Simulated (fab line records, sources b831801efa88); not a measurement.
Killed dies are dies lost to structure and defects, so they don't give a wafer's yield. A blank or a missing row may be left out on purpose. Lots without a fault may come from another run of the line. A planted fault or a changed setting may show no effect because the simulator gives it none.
fab line records | flow sfq_line
record lots=15 wafers=45 last_day=75
route steps=325 shown M1@69 I1@80
lots that met no fault: from a run of the same line without faults
start_h: hours from the record's first day to the start of the lot's first wafer shown | wait_h: hours since the lot's step before | " the same as in the row above | L1.1+2: a row that stands for several wafers | - no value, or no start given | * or withheld: withheld | < > ~ a bound
route shown NAME@n: a module of which the file shows steps, and the number in the route of the first | usual: mean/standard deviation of fault-free wafers | same: alike in all rows | chamber/n: place in a boat | sites: the reading at each site | _std_site: their standard deviation | _edge_site: outer sites' mean less inner sites' | radius_mm: how far each site lies from the wafer's centre | mask NAME#n: copy n | behind: the tool/chamber that last shaped the wafer | hold: why the lot was held/for how many hours/how that ended | device: the transistor (n, p or np) that didn't switch | end of line: the same wafers' tests at the end of the route | a step without rows: its recipe alone | killed: dies lost to structure and defects at the first sort, not the wafer's yield | map: a wafer's dies, x killed, . not, _ none there
set.NAME: the setting as run; set.NAME@STEP: as run at that earlier step | model.NAME: the simulator's own value behind a step, which no gauge read
steps of the route over a sample of lots; a table a step, a row a wafer
services: from which hour (start_h, from the record's first day; less than 0 if before it) a tool's chamber was out of use, for how many hours, and why
## steps
# step SFQ_TRILAYER_M1_BARC_OPEN_METAL_ETCH_054
# recipe mask_material=PR chemistry=O2 target_depth_nm=125 target=BARC icp_w=600 bias_w=80 pressure_mtorr=10 time_s=41.7
# usual bias_w=80.03/0.23 chamber_pressure_mTorr=9.999/0.0085 drypump_motor_current_A=5.9/0.34 oes_product_au=0.685/0.0047
# columns lot.wafer tool chamber start_h wait_h bias_w chamber_pressure_mTorr drypump_motor_current_A oes_product_au rf_hours_counter_h
L573.3 rie_metal-03 1 297.54 0.0 79.91 10.004 6.0 0.687 -
L573.4 " 0 " " 79.80 9.999 5.8 0.681 -
L573.5 " 1 " " 79.98 9.980 6.0 0.683 -
L576.1 rie_metal-03 1 315.61 0.0 80.02 10.007 5.9 0.680 139
L576.3 " 0 " " 79.89 10.010 5.8 0.682 -
L576.6 " 0 " " 79.95 9.994 5.8 0.681 -
L578.2 rie_metal-03 1 326.41 0.0 79.77 10.004 6.0 0.681 141
L578.4 " 1 " " 79.94 10.005 5.9 0.682 -
L578.5 " 0 " " 79.77 9.996 5.9 0.678 -
L581.1 rie_metal-02 0 344.41 0.0 - - - - -
L581.2 " 1 " " - - - - -
L581.3 " 0 " " - - - - -
L582.1 rie_metal-04 1 364.81 0.0 - - - - -
L582.3 " 1 " " - - - - -
L582.6 " 1 " " - - - - -
L583.1 rie_metal-03 1 379.21 0.0 - - - - -
L583.5 " 1 " " - - - - -
L583.6 " 0 " " - - - - -
L585.1 rie_metal-04 0 395.99 0.0 80.23 9.998 6.4 0.685 6
L585.2 " 1 " " 80.03 9.987 5.4 0.685 150
L585.3 " 0 " " 79.84 9.991 6.3 0.693 -
L586.2 rie_metal-04 0 411.72 0.0 80.12 10.007 6.4 0.690 10
L586.4 " 1 " " 79.95 9.985 5.4 0.689 -
L586.6 " 1 " " 79.67 10.009 5.5 0.683 -
L587.2 rie_metal-02 1 419.66 0.0 80.07 9.998 6.2 0.683 -
L587.4 " 1 " " 80.63 10.001 6.2 0.690 -
L587.5 " 1 " " 80.55 9.992 6.2 0.694 -
L588.1 rie_metal-03 0 422.04 0.0 80.43 10.009 5.8 0.689 117
L588.4 " 1 " " 80.24 9.999 5.9 0.681 -
L588.6 " 0 " " 80.29 10.006 5.9 0.678 -
L590.1 rie_metal-02 1 434.04 0.0 79.85 10.016 6.2 0.678 20
L590.3 " 0 " " 79.69 9.997 5.6 0.681 -
L590.5 " 1 " " 80.12 9.994 6.2 0.681 -
L592.2 rie_metal-04 1 449.64 0.0 80.04 10.007 5.4 0.685 160
L592.3 " 1 " " 79.74 9.985 5.4 0.682 -
L592.4 " 0 " " 80.32 10.013 6.4 0.686 -
L593.1 rie_metal-04 1 460.44 0.0 80.01 9.999 5.4 0.680 163
L593.3 " 1 " " 79.73 9.988 5.4 0.687 -
L593.6 " 0 " " 80.23 9.992 6.4 0.680 -
L595.1 rie_metal-04 1 483.24 0.0 79.98 10.007 5.4 0.690 168
L595.4 " 0 " " 79.93 10.012 6.4 0.684 -
L595.5 " 0 " " 80.07 9.980 6.4 0.683 -
L596.1 rie_metal-04 0 497.64 0.0 79.91 10.004 6.4 0.686 28
L596.2 " 1 " " 80.30 9.999 5.4 0.676 172
L596.3 " 0 " " 80.13 10.003 6.4 0.694 -
# step SFQ_TRILAYER_M1_ETCH_METAL_ETCH_042
# recipe target=Nb stop_on=SiO2 mask_material=PR chemistry=Cl2/Ar target_depth_nm=240 icp_w=600 bias_w=80 pressure_mtorr=10 time_s=120
# usual bias_w=79.98/0.25 chamber_pressure_mTorr=10.000/0.0088 drypump_motor_current_A=5.9/0.34 oes_product_au=0.896/0.007
# columns lot.wafer tool chamber start_h wait_h bias_w chamber_pressure_mTorr drypump_motor_current_A oes_product_au rf_hours_counter_h
L573.3 rie_metal-03 1 297.62 0.1 80.17 10.002 6.0 0.901 -
L573.4 " 0 " " 79.78 9.979 5.9 0.902 -
L573.5 " 1 " " 79.74 9.998 6.0 0.902 -
L576.1 rie_metal-03 1 315.67 0.0 79.87 10.004 5.9 0.899 139
L576.3 " 0 " " 79.59 10.010 5.9 0.893 -
L576.6 " 0 " " 79.65 9.995 5.9 0.904 -
L578.2 rie_metal-03 1 326.47 0.0 80.05 10.002 5.9 0.901 141
L578.4 " 1 " " 79.96 9.994 5.9 0.898 -
L578.5 " 0 " " 80.04 10.004 5.9 0.896 -
L581.1 rie_metal-02 0 344.47 0.0 80.36 10.008 5.6 0.376 36
L581.2 " 1 " " 80.58 10.006 6.3 0.376 5
L581.3 " 0 " " 80.12 10.003 5.6 0.380 -
L582.1 rie_metal-04 1 364.87 0.0 79.98 10.007 5.4 0.372 146
L582.3 " 1 " " 80.35 9.997 5.4 0.378 -
L582.6 " 1 " " 80.18 9.992 5.4 0.378 -
L583.1 rie_metal-03 1 379.27 0.0 80.06 9.998 6.0 0.372 147
L583.5 " 1 " " 79.96 10.008 6.0 0.367 -
L583.6 " 0 " " 80.03 10.002 5.8 0.376 -
L585.1 rie_metal-04 0 396.05 0.0 80.03 9.985 6.3 0.900 6
L585.2 " 1 " " 80.21 10.008 5.4 0.899 150
L585.3 " 0 " " 79.94 9.991 6.4 0.906 -
L586.2 rie_metal-04 0 411.78 0.0 80.30 10.000 6.4 0.896 10
L586.4 " 1 " " 79.76 9.988 5.4 0.899 -
L586.6 " 1 " " 79.83 10.007 5.4 0.884 -
L587.2 rie_metal-02 1 419.80 0.1 79.66 10.010 6.2 0.897 -
L587.4 " 1 " " 80.15 9.998 6.2 0.895 -
L587.5 " 1 " " 80.09 10.011 6.2 0.897 -
L588.1 rie_metal-03 0 422.10 0.0 79.97 10.004 5.8 0.901 117
L588.4 " 1 " " 80.20 10.002 6.0 0.897 -
L588.6 " 0 " " 80.08 10.004 5.8 0.917 -
L590.1 rie_metal-02 1 434.10 0.0 79.52 9.987 6.2 0.883 20
L590.3 " 0 " " 79.77 9.997 5.6 0.890 -
L590.5 " 1 " " 79.87 10.007 6.2 0.880 -
L592.2 rie_metal-04 1 449.70 0.0 79.85 10.008 5.4 0.902 160
L592.3 " 1 " " 80.02 9.994 5.4 0.896 -
L592.4 " 0 " " 79.99 10.018 6.4 0.895 -
L593.1 rie_metal-04 1 460.50 0.0 80.14 10.008 5.4 0.883 163
L593.3 " 1 " " 80.09 10.007 5.5 0.879 -
L593.6 " 0 " " 80.34 9.994 6.4 0.888 -
L595.1 rie_metal-04 1 483.30 0.0 79.96 9.990 5.5 0.897 168
L595.4 " 0 " " 79.59 10.008 6.4 0.901 -
L595.5 " 0 " " 79.53 10.012 6.4 0.900 -
L596.1 rie_metal-04 0 497.70 0.0 80.00 9.993 6.4 0.896 28
L596.2 " 1 " " 79.83 10.008 5.4 0.896 172
L596.3 " 0 " " 80.13 10.010 6.4 0.907 -
# step SFQ_TRILAYER_I1_VIA_LITHO_EXPOSE_050
# recipe mask_id=I1 na=0.6 source_shape=conventional sigma_outer=0.65 target_cd_nm=500 dose_mj=21.3
# usual exposure_dose_mJ_cm2=21.298/0.021 focus_offset_nm=0.1/0.57
# columns lot.wafer tool chamber start_h wait_h mask exposure_dose_mJ_cm2 focus_offset_nm
L573.3 krf_scanner-02 0 381.67 - I1#0 21.304 0.7
L573.4 " 0 " " I1#0 21.293 0.2
L573.5 " 0 " " I1#0 21.322 0.9
L576.1 krf_scanner-02 0 407.76 - I1#0 21.252 0.7
L576.3 " 0 " " I1#0 21.232 0.6
L576.6 " 0 " " I1#0 21.290 0.1
L578.2 krf_scanner-02 0 423.11 - I1#0 21.324 0.9
L578.4 " 0 " " I1#0 21.281 0.1
L578.5 " 0 " " I1#0 21.304 -0.5
L581.1 krf_scanner-02 - 442.11 - I1#0 - -
L581.2 " - " " I1#0 - -
L581.3 " - " " I1#0 - -
L582.1 krf_scanner-02 - 463.71 - I1#0 - -
L582.3 " - " " I1#0 - -
L582.6 " - " " I1#0 - -
L583.1 krf_scanner-02 - 478.11 - I1#0 - -
L583.5 " - " " I1#0 - -
L583.6 " - " " I1#0 - -
L585.1 krf_scanner-02 0 491.31 - I1#0 21.286 1.1
L585.2 " 0 " " I1#0 21.297 0.2
L585.3 " 0 " " I1#0 21.280 0.0
L586.2 krf_scanner-02 0 510.71 - I1#0 21.292 0.3
L586.4 " 0 " " I1#0 21.309 0.2
L586.6 " 0 " " I1#0 21.276 0.0
L587.2 krf_scanner-02 0 526.26 - I1#0 21.297 0.2
L587.4 " 0 " " I1#0 21.277 0.6
L587.5 " 0 " " I1#0 21.257 0.7
L588.1 krf_scanner-02 0 529.66 - I1#0 21.313 0.4
L588.4 " 0 " " I1#0 21.310 -0.5
L588.6 " 0 " " I1#0 21.306 0.1
L590.1 krf_scanner-02 0 540.84 - I1#0 21.310 0.6
L590.3 " 0 " " I1#0 21.303 0.3
L590.5 " 0 " " I1#0 21.310 -0.1
L592.2 krf_scanner-02 0 559.04 - I1#0 21.266 -0.3
L592.3 " 0 " " I1#0 21.316 -0.6
L592.4 " 0 " " I1#0 21.316 -1.1
L593.1 krf_scanner-02 0 569.44 - I1#0 21.310 0.0
L593.3 " 0 " " I1#0 21.293 0.5
L593.6 " 0 " " I1#0 21.306 -0.3
L595.1 krf_scanner-02 0 595.49 - I1#0 21.251 0.7
L595.4 " 0 " " I1#0 21.273 0.4
L595.5 " 0 " " I1#0 21.277 1.0
L596.1 krf_scanner-02 0 - - I1#0 21.288 0.8
L596.2 " 0 " " I1#0 21.267 0.3
L596.3 " 0 " " I1#0 21.290 0.3
## services
# columns tool chamber start_h hours kind
rie_metal-04 0 323.20 - clean
rie_metal-04 0 323.20 28.7 scheduled_down
rie_metal-04 0 323.20 28.7 vent_cycle
rie_metal-03 1 354.09 18.4 repair
krf_scanner-02 - 369.27 7.2 pm
krf_scanner-02 - 385.77 2.7 repair
krf_scanner-02 - 388.34 0.3 repair
krf_scanner-02 - 392.26 1.0 pm
krf_scanner-02 - 395.66 1.3 pm
rie_metal-02 0 408.42 13.4 repair
rie_metal-04 - 422.13 2.8 pm
krf_scanner-02 - 435.79 0.6 repair
krf_scanner-02 - 436.35 1.0 repair
rie_metal-02 - 449.23 14.6 pm
rie_metal-03 - 483.34 2.8 pm
rie_metal-03 1 506.63 8.8 repair
krf_scanner-02 - 521.31 3.6 pm
rie_metal-04 0 521.61 29.2 repair
rie_metal-04 - 525.75 1.4 pm
rie_metal-04 1 550.82 - clean
rie_metal-04 1 550.82 14.6 scheduled_down
krf_scanner-02 - 561.24 1.0 pm
krf_scanner-02 - 570.64 1.3 pm
krf_scanner-02 - 579.14 0.8 pm
## key
first_sign step=SFQ_TRILAYER_M1_BARC_OPEN_METAL_ETCH_054 reading=tool_record direction=missing
effect step=SFQ_TRILAYER_M1_ETCH_METAL_ETCH_042 reading=oes_product_au direction=down sigmas=75 usual=0.896 struck=0.375
effect step=SFQ_TRILAYER_I1_VIA_LITHO_EXPOSE_050 reading=tool_record direction=missing
met_at SFQ_TRILAYER_M1_BARC_OPEN_METAL_ETCH_054
struck_lots L581,L582,L583
onset_between 326.41 344.41
fault kind=skipped_step_whole tool=rie_metal-02,rie_metal-03,rie_metal-04 chamber=- onset_h=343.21 steps=SFQ_TRILAYER_M1_BARC_OPEN_METAL_ETCH_054 scope=struck_lots_only
